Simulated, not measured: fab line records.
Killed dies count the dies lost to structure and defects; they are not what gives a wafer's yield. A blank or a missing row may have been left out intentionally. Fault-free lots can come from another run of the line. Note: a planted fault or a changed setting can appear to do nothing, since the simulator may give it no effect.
Chamber matching + flow sky130 + SKY_VIA2_CMP_02 on cmp-02 has 4 sister chambers
The step polishes SiO2. 4 wafers are shown with their chamber, then 8 later ones without.

== WAFERS WITH THEIR CHAMBER ==
| wafer  | chamber | motor_current_A (A) |
|--------|---------|---------------------|
| L197.5 | 0       | 12.7                |
| L198.3 | 2       | 13.6                |
| L198.4 | 1       | 11.1                |
| L199.1 | 3       | 10.1                |

== WAFERS WITH NO CHAMBER GIVEN ==
| wafer  | motor_current_A (A) |
|--------|---------------------|
| L199.3 | 11.7                |
| L199.5 | 11.0                |
| L211.1 | 13.3                |
| L211.2 | 11.9                |
| L211.6 | 12.7                |
| L210.2 | 10.1                |
| L210.4 | 12.3                |
| L210.6 | 9.5                 |

== CHAMBER TAKEN BY EACH ==
| wafer  | from the rows above     | in truth |
|--------|-------------------------|----------|
| L199.3 | can't be placed: 1 or 0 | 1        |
| L199.5 | can't be placed: 1 or 3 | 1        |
| L211.1 | can't be placed: 2 or 0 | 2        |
| L211.2 | can't be placed: 0 or 1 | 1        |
| L211.6 | 0                       | 0        |
| L210.2 | 3                       | 3        |
| L210.4 | can't be placed: 0 or 1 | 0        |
| L210.6 | 3                       | 3        |
Correct placement for 3 of the 8. Unplaceable from these rows: 5, with the true chamber sitting among the candidates in 5. 0 placed wrongly.
How it was worked out, from the rows above alone: a wafer's distance from a chamber is the root of the sum, over the readings, of the square of ((its reading less the chamber's mean) divided by the reading's scatter). If the next closest chamber is less than 2 further off than the closest, the wafer can't be placed; otherwise it belongs to the closest. For every chamber, the mean is computed from those of its wafers that are shown. The scatter: with one shown wafer a chamber, the root of the mean of the squares of how far each hidden wafer lies from its nearest shown one.
